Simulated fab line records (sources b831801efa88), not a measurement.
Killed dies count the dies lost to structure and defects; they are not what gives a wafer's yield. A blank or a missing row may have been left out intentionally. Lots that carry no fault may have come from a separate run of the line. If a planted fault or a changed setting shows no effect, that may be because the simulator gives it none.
2 desks, one fault :: flow gf180mcu :: what lay behind the numbers comes last; until then each desk has only its own

## THE TOOL OWNER'S DESK: cmp-02
The tool's own readings at GF_CONTACT_CMP_04 (polishes SiO2): means of the sampled wafers that have a number, for each lot that ran on this tool. If a lot's mean is further than 4 standard deviations from the usual mean, the lot is out of limits and carries the mark OUT (the distance appears in the brackets).
Columns: A = motor current A at GF_CONTACT_CMP_04, usual 11.1 A; B = time to endpoint s at GF_CONTACT_CMP_04, usual 114 s
lot: L458
first seen here: day 16 03:34
A: 9.9
B: 116

lot: L462
first seen here: day 17 23:26
A: 10.4
B: 124

lot: L471
first seen here: day 21 08:39
A: 12.0
B: 116

lot: L472
first seen here: day 21 10:00
A: 11.3
B: 111

lot: L475
first seen here: day 22 12:48
A: 10.4
B: 119

lot: L477
first seen here: day 23 00:11
A: 9.2
B: 121
This desk's finding: nothing out of limits on any of the 6 lots.

## FROM THE METROLOGY DESK
What the gauges read, lot by lot, whatever tool the lot ran on: means of the sampled wafers that have a number. If a lot's mean is further than 4 standard deviations from the usual mean, the lot is out of limits and carries the mark OUT (the distance appears in the brackets).
Columns: A = CONTACT_BOW at GF_CONTACT_BOW_MEAS_05, usual 66 um; B = cd nm at GF_M1_CD_MEAS_14, usual 230.1 nm
lot: L457
first seen here: day 15 23:07
A: 67
B: 230.4

lot: L458
first seen here: day 16 03:49
A: 60
B: 227.7

lot: L462
first seen here: day 17 23:47
A: 72
B: 230.2

lot: L469
first seen here: day 20 10:08
A: 65
B: 229.5

lot: L470
first seen here: day 20 16:42
A: 62
B: 230.0

lot: L471
first seen here: day 21 09:01
A: 72
B: 230.5

lot: L472
first seen here: day 21 10:18
A: 64
B: 229.4

lot: L473
first seen here: day 21 17:06
A: 66
B: 231.4

lot: L474
first seen here: day 22 02:53
A: 66
B: 233.2

lot: L475
first seen here: day 22 12:59
A: 62
B: 230.6

lot: L476
first seen here: day 22 21:55
A: 70
B: 229.1

lot: L477
first seen here: day 23 00:30
A: 71
B: 230.4
This desk's finding: nothing out of limits on any of the 12 lots.

## ALL TOGETHER
The desk of the tool owner found nothing out of limits.
From the metrology desk's view, nothing was out of limits.

## WHAT HAD BEEN PUT IN BY THE SIMULATOR
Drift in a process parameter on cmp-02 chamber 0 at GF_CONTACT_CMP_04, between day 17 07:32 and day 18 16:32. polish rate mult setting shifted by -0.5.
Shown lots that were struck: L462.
